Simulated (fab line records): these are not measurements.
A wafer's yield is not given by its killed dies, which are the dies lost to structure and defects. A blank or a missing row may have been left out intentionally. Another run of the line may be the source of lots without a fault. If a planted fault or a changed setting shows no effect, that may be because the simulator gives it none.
fab line records / flow sky130
[record] lots = 5 wafers = 15 lastDay = 50
route steps=708 shown LI_CONTACT@380 LOCAL_INTERCONNECT@387
lots that met no fault: taken from a fault-free run of the same line
startH: hours from the record's first day to the start of the lot's first wafer shown / waitH: hours elapsed since this lot's preceding step / " as in the row above / L1.1+2: several wafers, shown together as one row / - either no value or no given start / * or withheld: withheld / < > ~ a bound
route shown NAME@n: names a module that has steps shown in the file, with the first one's number in the route / usual: mean/standard deviation taken from wafers without a fault / same: alike in all rows / chamber/n: place in a boat / sites: the reading at each site / _std_site: their standard deviation / _edge_site: the outer-site mean with the inner-site mean subtracted / radiusMm: how far each site lies from the wafer's centre / mask NAME#n: copy n / behind: the tool/chamber that last shaped the wafer / hold: why the lot was held/for how many hours/how that ended / device: the transistor (n, p or np) that didn't switch / end of line: at the end of the route, the tests of the same wafers / for a step that has no rows: nothing shown but its recipe / killed: dies lost to structure and defects at the first sort, not the wafer's yield / map: per-die view of a wafer (x killed, . not killed, _ where there is no die)
set.NAME: the setting that was run; set.NAME@STEP: the one run at that earlier step / model.NAME: the simulator's own value behind a step, which no gauge read
lots at selected steps of the route; one table per step, one row per wafer
services: the hour from which a tool's chamber was out of use, counted from the record's first day as startH (under 0 if before that day), plus the number of hours and why
[[steps]]
[step SKY_LI_CONTACT_PRE_CLEAN_18]
[recipe] gas = Ar timeS = 5.6 biasV = 358
lot.wafer=L077.2+3+5 tool=pvdSputter-04 chamber=- startH=719.09 waitH=0.0
lot.wafer=L079.1+3+5 tool=pvdSputter-04 chamber=- startH=753.38 waitH=0.0
lot.wafer=L083.1+4+5 tool=pvdSputter-01 chamber=- startH=772.63 waitH=0.0
lot.wafer=L094.2+3+4 tool=pvdSputter-02 chamber=- startH=832.46 waitH=0.0
lot.wafer=L095.1+2+3 tool=pvdSputter-01 chamber=- startH=853.90 waitH=0.0
[step SKY_LI_CONTACT_SPUTTER_19]
[recipe] material = Ti targetThkNm = 20 chamberPressurePa = 5 powerW = 2500 substrateTempC = 200 timeS = 106.37
[usual] throttleValvePct = 30.3/1.4
lot.wafer=L077.2 tool=pvdSputter-04 chamber=- startH=719.11 waitH=0.0 throttleValvePct=31.5
lot.wafer=L077.3 tool=pvdSputter-04 chamber=- startH=719.11 waitH=0.0 throttleValvePct=28.6
lot.wafer=L077.5 tool=pvdSputter-04 chamber=- startH=719.11 waitH=0.0 throttleValvePct=29.1
lot.wafer=L079.1 tool=pvdSputter-04 chamber=- startH=753.40 waitH=0.0 throttleValvePct=28.9
lot.wafer=L079.3 tool=pvdSputter-04 chamber=- startH=753.40 waitH=0.0 throttleValvePct=32.7
lot.wafer=L079.5 tool=pvdSputter-04 chamber=- startH=753.40 waitH=0.0 throttleValvePct=32.7
lot.wafer=L083.1 tool=pvdSputter-01 chamber=- startH=772.65 waitH=0.0 throttleValvePct=29.9
lot.wafer=L083.4 tool=pvdSputter-01 chamber=- startH=772.65 waitH=0.0 throttleValvePct=30.9
lot.wafer=L083.5 tool=pvdSputter-01 chamber=- startH=772.65 waitH=0.0 throttleValvePct=30.0
lot.wafer=L094.2 tool=pvdSputter-02 chamber=- startH=832.48 waitH=0.0 throttleValvePct=32.1
lot.wafer=L094.3 tool=pvdSputter-02 chamber=- startH=832.48 waitH=0.0 throttleValvePct=28.5
lot.wafer=L094.4 tool=pvdSputter-02 chamber=- startH=832.48 waitH=0.0 throttleValvePct=30.9
lot.wafer=L095.1 tool=pvdSputter-01 chamber=- startH=853.92 waitH=0.0 throttleValvePct=28.1
lot.wafer=L095.2 tool=pvdSputter-01 chamber=- startH=853.92 waitH=0.0 throttleValvePct=29.9
lot.wafer=L095.3 tool=pvdSputter-01 chamber=- startH=853.92 waitH=0.0 throttleValvePct=29.9
[step SKY_LI_CONTACT_SPUTTER_20]
[recipe] material = TiN targetThkNm = 20 chamberPressurePa = 5 powerW = 4000 timeS = 80
[usual] throttleValvePct = 30.3/1.4
lot.wafer=L077.2 tool=pvdSputter-04 chamber=- startH=719.19 waitH=0.0 throttleValvePct=31.4
lot.wafer=L077.3 tool=pvdSputter-04 chamber=- startH=719.19 waitH=0.0 throttleValvePct=28.8
lot.wafer=L077.5 tool=pvdSputter-04 chamber=- startH=719.19 waitH=0.0 throttleValvePct=29.1
lot.wafer=L079.1 tool=pvdSputter-04 chamber=- startH=753.47 waitH=0.0 throttleValvePct=29.0
lot.wafer=L079.3 tool=pvdSputter-04 chamber=- startH=753.47 waitH=0.0 throttleValvePct=33.0
lot.wafer=L079.5 tool=pvdSputter-04 chamber=- startH=753.47 waitH=0.0 throttleValvePct=33.0
lot.wafer=L083.1 tool=pvdSputter-01 chamber=- startH=772.72 waitH=0.0 throttleValvePct=29.7
lot.wafer=L083.4 tool=pvdSputter-01 chamber=- startH=772.72 waitH=0.0 throttleValvePct=30.9
lot.wafer=L083.5 tool=pvdSputter-01 chamber=- startH=772.72 waitH=0.0 throttleValvePct=29.9
lot.wafer=L094.2 tool=pvdSputter-02 chamber=- startH=832.55 waitH=0.0 throttleValvePct=32.0
lot.wafer=L094.3 tool=pvdSputter-02 chamber=- startH=832.55 waitH=0.0 throttleValvePct=28.8
lot.wafer=L094.4 tool=pvdSputter-02 chamber=- startH=832.55 waitH=0.0 throttleValvePct=31.1
lot.wafer=L095.1 tool=pvdSputter-01 chamber=- startH=853.99 waitH=0.0 throttleValvePct=28.1
lot.wafer=L095.2 tool=pvdSputter-01 chamber=- startH=853.99 waitH=0.0 throttleValvePct=29.9
lot.wafer=L095.3 tool=pvdSputter-01 chamber=- startH=853.99 waitH=0.0 throttleValvePct=30.1
[step SKY_LI_CONTACT_CVD_21]
[recipe] material = W targetThkNm = 400 timeS = 120.56 tempC = 400 pressureTorr = 40
[usual] heaterPowerW = 816/38 susceptorTempC = 399.97/0.24
lot.wafer=L077.2 tool=cvdW-01 chamber=0 startH=719.25 waitH=0.0 heaterPowerW=764 susceptorTempC=400.19
lot.wafer=L077.3 tool=cvdW-01 chamber=0 startH=719.25 waitH=0.0 heaterPowerW=759 susceptorTempC=399.84
lot.wafer=L077.5 tool=cvdW-01 chamber=1 startH=719.25 waitH=0.0 heaterPowerW=823 susceptorTempC=399.64
lot.wafer=L079.1 tool=cvdW-02 chamber=0 startH=753.54 waitH=0.0 heaterPowerW=857 susceptorTempC=400.06
lot.wafer=L079.3 tool=cvdW-02 chamber=1 startH=753.54 waitH=0.0 heaterPowerW=791 susceptorTempC=399.96
lot.wafer=L079.5 tool=cvdW-02 chamber=1 startH=753.54 waitH=0.0 heaterPowerW=784 susceptorTempC=399.71
lot.wafer=L083.1 tool=cvdW-02 chamber=1 startH=772.79 waitH=0.0 heaterPowerW=792 susceptorTempC=399.65
lot.wafer=L083.4 tool=cvdW-02 chamber=1 startH=772.79 waitH=0.0 heaterPowerW=806 susceptorTempC=399.92
lot.wafer=L083.5 tool=cvdW-02 chamber=1 startH=772.79 waitH=0.0 heaterPowerW=796 susceptorTempC=399.67
lot.wafer=L094.2 tool=cvdW-01 chamber=1 startH=832.61 waitH=0.0 heaterPowerW=845 susceptorTempC=399.21
lot.wafer=L094.3 tool=cvdW-01 chamber=1 startH=832.61 waitH=0.0 heaterPowerW=868 susceptorTempC=399.74
lot.wafer=L094.4 tool=cvdW-01 chamber=0 startH=832.61 waitH=0.0 heaterPowerW=778 susceptorTempC=399.85
lot.wafer=L095.1 tool=cvdW-02 chamber=1 startH=854.05 waitH=0.0 heaterPowerW=802 susceptorTempC=400.01
lot.wafer=L095.2 tool=cvdW-02 chamber=0 startH=854.05 waitH=0.0 heaterPowerW=835 susceptorTempC=400.21
lot.wafer=L095.3 tool=cvdW-02 chamber=0 startH=854.05 waitH=0.0 heaterPowerW=840 susceptorTempC=400.33
[step SKY_LI_CONTACT_RS_MEAS_22]
[recipe] thkMeasGauge = four-point-probe reads = W_of_LI_CONTACT_CVD_21+TiN_of_LI_CONTACT_SPUTTER_20+Ti_of_LI_CONTACT_SPUTTER_19
[usual] LI_CONTACT_W_RS = 0.285/0.0031
lot.wafer=L077.2 tool=filmMetro-02 chamber=- startH=719.39 waitH=0.1 LI_CONTACT_W_RS[ohm/sq]=0.281
lot.wafer=L077.3 tool=filmMetro-02 chamber=- startH=719.39 waitH=0.1 LI_CONTACT_W_RS[ohm/sq]=0.285
lot.wafer=L077.5 tool=filmMetro-02 chamber=- startH=719.39 waitH=0.1 LI_CONTACT_W_RS[ohm/sq]=0.283
lot.wafer=L079.1 tool=filmMetro-04 chamber=- startH=753.66 waitH=0.1 LI_CONTACT_W_RS[ohm/sq]=0.292
lot.wafer=L079.3 tool=filmMetro-04 chamber=- startH=753.66 waitH=0.1 LI_CONTACT_W_RS[ohm/sq]=0.292
lot.wafer=L079.5 tool=filmMetro-04 chamber=- startH=753.66 waitH=0.1 LI_CONTACT_W_RS[ohm/sq]=0.293
lot.wafer=L083.1 tool=filmMetro-04 chamber=- startH=772.91 waitH=0.1 LI_CONTACT_W_RS[ohm/sq]=0.280
lot.wafer=L083.4 tool=filmMetro-04 chamber=- startH=772.91 waitH=0.1 LI_CONTACT_W_RS[ohm/sq]=0.284
lot.wafer=L083.5 tool=filmMetro-04 chamber=- startH=772.91 waitH=0.1 LI_CONTACT_W_RS[ohm/sq]=0.280
lot.wafer=L094.2 tool=filmMetro-03 chamber=- startH=832.76 waitH=0.1 LI_CONTACT_W_RS[ohm/sq]=0.287
lot.wafer=L094.3 tool=filmMetro-03 chamber=- startH=832.76 waitH=0.1 LI_CONTACT_W_RS[ohm/sq]=0.286
lot.wafer=L094.4 tool=filmMetro-03 chamber=- startH=832.76 waitH=0.1 LI_CONTACT_W_RS[ohm/sq]=0.286
lot.wafer=L095.1 tool=filmMetro-02 chamber=- startH=854.18 waitH=0.1 LI_CONTACT_W_RS[ohm/sq]=0.284
lot.wafer=L095.2 tool=filmMetro-02 chamber=- startH=854.18 waitH=0.1 LI_CONTACT_W_RS[ohm/sq]=0.288
lot.wafer=L095.3 tool=filmMetro-02 chamber=- startH=854.18 waitH=0.1 LI_CONTACT_W_RS[ohm/sq]=0.285
[step SKY_LI_CONTACT_THK_MEAS_23]
[recipe] thkMeasGauge = xrf reads = W_of_LI_CONTACT_CVD_21
[usual] LI_CONTACT_W_THK = 413/7.9
lot.wafer=L077.2 tool=filmMetro-02 chamber=- startH=719.50 waitH=0.1 LI_CONTACT_W_THK[nm]=410
lot.wafer=L077.3 tool=filmMetro-02 chamber=- startH=719.50 waitH=0.1 LI_CONTACT_W_THK[nm]=404
lot.wafer=L077.5 tool=filmMetro-02 chamber=- startH=719.50 waitH=0.1 LI_CONTACT_W_THK[nm]=405
lot.wafer=L079.1 tool=filmMetro-04 chamber=- startH=753.78 waitH=0.1 LI_CONTACT_W_THK[nm]=403
lot.wafer=L079.3 tool=filmMetro-04 chamber=- startH=753.78 waitH=0.1 LI_CONTACT_W_THK[nm]=401
lot.wafer=L079.5 tool=filmMetro-04 chamber=- startH=753.78 waitH=0.1 LI_CONTACT_W_THK[nm]=400
lot.wafer=L083.1 tool=filmMetro-04 chamber=- startH=773.03 waitH=0.1 LI_CONTACT_W_THK[nm]=418
lot.wafer=L083.4 tool=filmMetro-04 chamber=- startH=773.03 waitH=0.1 LI_CONTACT_W_THK[nm]=412
lot.wafer=L083.5 tool=filmMetro-04 chamber=- startH=773.03 waitH=0.1 LI_CONTACT_W_THK[nm]=423
lot.wafer=L094.2 tool=filmMetro-03 chamber=- startH=832.87 waitH=0.1 LI_CONTACT_W_THK[nm]=416
lot.wafer=L094.3 tool=filmMetro-03 chamber=- startH=832.87 waitH=0.1 LI_CONTACT_W_THK[nm]=417
lot.wafer=L094.4 tool=filmMetro-03 chamber=- startH=832.87 waitH=0.1 LI_CONTACT_W_THK[nm]=416
lot.wafer=L095.1 tool=filmMetro-02 chamber=- startH=854.30 waitH=0.1 LI_CONTACT_W_THK[nm]=402
lot.wafer=L095.2 tool=filmMetro-02 chamber=- startH=854.30 waitH=0.1 LI_CONTACT_W_THK[nm]=398
lot.wafer=L095.3 tool=filmMetro-02 chamber=- startH=854.30 waitH=0.1 LI_CONTACT_W_THK[nm]=400
[step SKY_LI_CONTACT_CMP_24]
[recipe] stopOn = PSG tOverpolishS = 20 downForcePsi = 3.5 platenRpm = 60 targetThkNm = 0 padVelocityMS = 0.94248
[usual] motorCurrentA = 11.3/1.4 overpolishRunS = 20.000/0.01 timeToEndpointS = 97/3.8
[same] tOverpolishS = 20
lot.wafer=L077.2 tool=cmp-01 chamber=2 startH=719.60 waitH=0.1 motorCurrentA=12.8 overpolishRunS=19.986 timeToEndpointS=101
lot.wafer=L077.3 tool=cmp-01 chamber=3 startH=719.60 waitH=0.1 motorCurrentA=9.2 overpolishRunS=19.999 timeToEndpointS=104
lot.wafer=L077.5 tool=cmp-01 chamber=2 startH=719.60 waitH=0.1 motorCurrentA=12.8 overpolishRunS=19.987 timeToEndpointS=99
lot.wafer=L079.3 tool=cmp-01 chamber=0 startH=753.89 waitH=0.1 motorCurrentA=8.9 overpolishRunS=19.994 timeToEndpointS=97
lot.wafer=L079.1 tool=cmp-01 chamber=1 startH=753.89 waitH=0.1 motorCurrentA=11.4 overpolishRunS=20.008 timeToEndpointS=96
lot.wafer=L079.5 tool=cmp-01 chamber=3 startH=753.89 waitH=0.1 motorCurrentA=9.0 overpolishRunS=20.000 timeToEndpointS=104
lot.wafer=L083.4 tool=cmp-02 chamber=2 startH=773.14 waitH=0.1 motorCurrentA=12.3 overpolishRunS=20.009 timeToEndpointS=98
lot.wafer=L083.1 tool=cmp-02 chamber=3 startH=773.14 waitH=0.1 motorCurrentA=11.5 overpolishRunS=19.995 timeToEndpointS=96
lot.wafer=L083.5 tool=cmp-02 chamber=2 startH=773.14 waitH=0.1 motorCurrentA=12.1 overpolishRunS=20.014 timeToEndpointS=99
lot.wafer=L094.3 tool=cmp-01 chamber=1 startH=832.97 waitH=0.1 motorCurrentA=12.4 overpolishRunS=19.987 timeToEndpointS=99
lot.wafer=L094.4 tool=cmp-01 chamber=2 startH=832.97 waitH=0.1 motorCurrentA=12.9 overpolishRunS=20.021 timeToEndpointS=101
lot.wafer=L094.2 tool=cmp-01 chamber=3 startH=832.97 waitH=0.1 motorCurrentA=10.1 overpolishRunS=20.015 timeToEndpointS=103
lot.wafer=L095.1 tool=cmp-01 chamber=3 startH=854.41 waitH=0.1 motorCurrentA=9.3 overpolishRunS=19.994 timeToEndpointS=101
lot.wafer=L095.2 tool=cmp-01 chamber=0 startH=854.41 waitH=0.1 motorCurrentA=9.1 overpolishRunS=20.002 timeToEndpointS=89
lot.wafer=L095.3 tool=cmp-01 chamber=1 startH=854.41 waitH=0.1 motorCurrentA=12.1 overpolishRunS=20.008 timeToEndpointS=95
[step SKY_LOCAL_INTERCONNECT_SPUTTER_00]
[recipe] material = TiN targetThkNm = 100 tempC = 300 powerW = 6500 timeS = 83.3 chamberPressurePa = 0.4
[usual] susceptorTempC = 299.99/0.18 throttleValvePct = 30.2/1.4
lot.wafer=L077.2 tool=pvdSputter-02 chamber=- startH=719.85 waitH=0.2 susceptorTempC=300.20 throttleValvePct=30.5
lot.wafer=L077.3 tool=pvdSputter-02 chamber=- startH=719.85 waitH=0.2 susceptorTempC=299.84 throttleValvePct=31.0
lot.wafer=L077.5 tool=pvdSputter-02 chamber=- startH=719.85 waitH=0.2 susceptorTempC=299.88 throttleValvePct=28.9
lot.wafer=L079.1 tool=pvdSputter-03 chamber=- startH=754.14 waitH=0.1 susceptorTempC=300.05 throttleValvePct=30.1
lot.wafer=L079.3 tool=pvdSputter-03 chamber=- startH=754.14 waitH=0.1 susceptorTempC=300.13 throttleValvePct=27.9
lot.wafer=L079.5 tool=pvdSputter-03 chamber=- startH=754.14 waitH=0.1 susceptorTempC=299.99 throttleValvePct=31.3
lot.wafer=L083.1 tool=pvdSputter-04 chamber=- startH=773.39 waitH=0.1 susceptorTempC=299.97 throttleValvePct=28.9
lot.wafer=L083.4 tool=pvdSputter-04 chamber=- startH=773.39 waitH=0.1 susceptorTempC=299.72 throttleValvePct=31.3
lot.wafer=L083.5 tool=pvdSputter-04 chamber=- startH=773.39 waitH=0.1 susceptorTempC=299.96 throttleValvePct=29.0
lot.wafer=L094.2 tool=pvdSputter-03 chamber=- startH=833.22 waitH=0.1 susceptorTempC=300.07 throttleValvePct=29.9
lot.wafer=L094.3 tool=pvdSputter-03 chamber=- startH=833.22 waitH=0.1 susceptorTempC=299.85 throttleValvePct=27.8
lot.wafer=L094.4 tool=pvdSputter-03 chamber=- startH=833.22 waitH=0.1 susceptorTempC=299.78 throttleValvePct=30.9
lot.wafer=L095.1 tool=pvdSputter-03 chamber=- startH=854.66 waitH=0.2 susceptorTempC=299.76 throttleValvePct=30.1
lot.wafer=L095.2 tool=pvdSputter-03 chamber=- startH=854.66 waitH=0.2 susceptorTempC=299.83 throttleValvePct=30.0
lot.wafer=L095.3 tool=pvdSputter-03 chamber=- startH=854.66 waitH=0.2 susceptorTempC=300.08 throttleValvePct=28.1
[step SKY_LOCAL_INTERCONNECT_RS_MEAS_01]
[recipe] thkMeasGauge = four-point-probe reads = TiN_of_LOCAL_INTERCONNECT_SPUTTER_00
[usual] LOCAL_INTERCONNECT_TIN_RS = 14.13/0.15
lot.wafer=L077.2 tool=filmMetro-01 chamber=- startH=719.94 waitH=0.1 LOCAL_INTERCONNECT_TIN_RS[ohm/sq]=13.99
lot.wafer=L077.3 tool=filmMetro-01 chamber=- startH=719.94 waitH=0.1 LOCAL_INTERCONNECT_TIN_RS[ohm/sq]=14.11
lot.wafer=L077.5 tool=filmMetro-01 chamber=- startH=719.94 waitH=0.1 LOCAL_INTERCONNECT_TIN_RS[ohm/sq]=14.05
lot.wafer=L079.1 tool=filmMetro-01 chamber=- startH=754.20 waitH=0.0 LOCAL_INTERCONNECT_TIN_RS[ohm/sq]=14.02
lot.wafer=L079.3 tool=filmMetro-01 chamber=- startH=754.20 waitH=0.0 LOCAL_INTERCONNECT_TIN_RS[ohm/sq]=14.18
lot.wafer=L079.5 tool=filmMetro-01 chamber=- startH=754.20 waitH=0.0 LOCAL_INTERCONNECT_TIN_RS[ohm/sq]=14.17
lot.wafer=L083.1 tool=filmMetro-04 chamber=- startH=773.45 waitH=0.0 LOCAL_INTERCONNECT_TIN_RS[ohm/sq]=14.15
lot.wafer=L083.4 tool=filmMetro-04 chamber=- startH=773.45 waitH=0.0 LOCAL_INTERCONNECT_TIN_RS[ohm/sq]=14.03
lot.wafer=L083.5 tool=filmMetro-04 chamber=- startH=773.45 waitH=0.0 LOCAL_INTERCONNECT_TIN_RS[ohm/sq]=14.00
lot.wafer=L094.2 tool=filmMetro-03 chamber=- startH=833.30 waitH=0.1 LOCAL_INTERCONNECT_TIN_RS[ohm/sq]=14.35
lot.wafer=L094.3 tool=filmMetro-03 chamber=- startH=833.30 waitH=0.1 LOCAL_INTERCONNECT_TIN_RS[ohm/sq]=14.27
lot.wafer=L094.4 tool=filmMetro-03 chamber=- startH=833.30 waitH=0.1 LOCAL_INTERCONNECT_TIN_RS[ohm/sq]=14.26
lot.wafer=L095.1 tool=filmMetro-03 chamber=- startH=854.72 waitH=0.0 LOCAL_INTERCONNECT_TIN_RS[ohm/sq]=14.28
lot.wafer=L095.2 tool=filmMetro-03 chamber=- startH=854.72 waitH=0.0 LOCAL_INTERCONNECT_TIN_RS[ohm/sq]=14.26
lot.wafer=L095.3 tool=filmMetro-03 chamber=- startH=854.72 waitH=0.0 LOCAL_INTERCONNECT_TIN_RS[ohm/sq]=14.43
[step SKY_LOCAL_INTERCONNECT_THK_MEAS_02]
[recipe] thkMeasGauge = xrf reads = TiN_of_LOCAL_INTERCONNECT_SPUTTER_00
[usual] LOCAL_INTERCONNECT_TIN_THK = 99.6/1.1
lot.wafer=L077.2 tool=filmMetro-01 chamber=- startH=720.05 waitH=0.1 LOCAL_INTERCONNECT_TIN_THK[nm]=99.6
lot.wafer=L077.3 tool=filmMetro-01 chamber=- startH=720.05 waitH=0.1 LOCAL_INTERCONNECT_TIN_THK[nm]=99.2
lot.wafer=L077.5 tool=filmMetro-01 chamber=- startH=720.05 waitH=0.1 LOCAL_INTERCONNECT_TIN_THK[nm]=99.7
lot.wafer=L079.1 tool=filmMetro-01 chamber=- startH=754.32 waitH=0.1 LOCAL_INTERCONNECT_TIN_THK[nm]=100.1
lot.wafer=L079.3 tool=filmMetro-01 chamber=- startH=754.32 waitH=0.1 LOCAL_INTERCONNECT_TIN_THK[nm]=99.1
lot.wafer=L079.5 tool=filmMetro-01 chamber=- startH=754.32 waitH=0.1 LOCAL_INTERCONNECT_TIN_THK[nm]=99.2
lot.wafer=L083.1 tool=filmMetro-04 chamber=- startH=773.57 waitH=0.1 LOCAL_INTERCONNECT_TIN_THK[nm]=99.9
lot.wafer=L083.4 tool=filmMetro-04 chamber=- startH=773.57 waitH=0.1 LOCAL_INTERCONNECT_TIN_THK[nm]=100.9
lot.wafer=L083.5 tool=filmMetro-04 chamber=- startH=773.57 waitH=0.1 LOCAL_INTERCONNECT_TIN_THK[nm]=101.1
lot.wafer=L094.2 tool=filmMetro-03 chamber=- startH=833.41 waitH=0.1 LOCAL_INTERCONNECT_TIN_THK[nm]=97.3
lot.wafer=L094.3 tool=filmMetro-03 chamber=- startH=833.41 waitH=0.1 LOCAL_INTERCONNECT_TIN_THK[nm]=98.2
lot.wafer=L094.4 tool=filmMetro-03 chamber=- startH=833.41 waitH=0.1 LOCAL_INTERCONNECT_TIN_THK[nm]=98.5
lot.wafer=L095.1 tool=filmMetro-03 chamber=- startH=854.84 waitH=0.1 LOCAL_INTERCONNECT_TIN_THK[nm]=98.4
lot.wafer=L095.2 tool=filmMetro-03 chamber=- startH=854.84 waitH=0.1 LOCAL_INTERCONNECT_TIN_THK[nm]=98.9
lot.wafer=L095.3 tool=filmMetro-03 chamber=- startH=854.84 waitH=0.1 LOCAL_INTERCONNECT_TIN_THK[nm]=97.6
[step SKY_LOCAL_INTERCONNECT_DEHYDRATE_03]
[recipe] tempC = 200 timeS = 60
lot.wafer=L077.2+3+5 tool=lithoTrack-01 chamber=0 startH=733.25 waitH=13.2
lot.wafer=L079.1+3+5 tool=lithoTrack-04 chamber=0 startH=767.52 waitH=13.2
lot.wafer=L083.1+4+5 tool=lithoTrack-01 chamber=0 startH=785.38 waitH=11.8
lot.wafer=L094.2+3+4 tool=lithoTrack-03 chamber=0 startH=847.66 waitH=14.2
lot.wafer=L095.1+2+3 tool=lithoTrack-03 chamber=0 startH=866.64 waitH=11.8
[[services]]
tool=cmp-02 chamber=- startH=700.20 hours=0.3 kind=repair
tool=cvdW-01 chamber=- startH=716.66 hours=1.9 kind=repair
tool=cmp-02 chamber=- startH=728.68 hours=2.6 kind=repair
tool=pvdSputter-01 chamber=- startH=733.14 hours=7.9 kind=repair
tool=cmp-02 chamber=- startH=737.89 hours=6.6 kind=repair
tool=cmp-02 chamber=- startH=744.49 hours=4.0 kind=pm
tool=cmp-02 chamber=- startH=750.70 hours=5.4 kind=pm
tool=pvdSputter-01 chamber=- startH=768.24 hours=0.6 kind=repair
tool=pvdSputter-03 chamber=0 startH=774.17 hours=- kind=consumableReplace:kit
tool=pvdSputter-03 chamber=0 startH=774.17 hours=18.0 kind=scheduledDown
tool=pvdSputter-03 chamber=0 startH=774.17 hours=18.0 kind=ventCycle
tool=cmp-02 chamber=- startH=784.72 hours=1.5 kind=repair
tool=pvdSputter-04 chamber=0 startH=794.49 hours=- kind=consumableReplace:kit
tool=pvdSputter-04 chamber=0 startH=794.49 hours=18.0 kind=scheduledDown
tool=pvdSputter-04 chamber=0 startH=794.49 hours=18.0 kind=ventCycle
tool=pvdSputter-02 chamber=- startH=797.67 hours=4.1 kind=repair
tool=cvdW-01 chamber=- startH=799.95 hours=2.8 kind=pm
tool=pvdSputter-02 chamber=- startH=817.51 hours=1.0 kind=repair
tool=pvdSputter-01 chamber=- startH=819.52 hours=3.0 kind=repair
tool=cmp-01 chamber=- startH=831.57 hours=1.0 kind=repair
tool=pvdSputter-02 chamber=3 startH=832.61 hours=- kind=consumableReplace:kit
tool=pvdSputter-02 chamber=3 startH=832.61 hours=18.0 kind=scheduledDown
tool=pvdSputter-02 chamber=3 startH=832.61 hours=18.0 kind=ventCycle
tool=cvdW-01 chamber=0 startH=851.44 hours=5.0 kind=repair
[[key]]
fault none
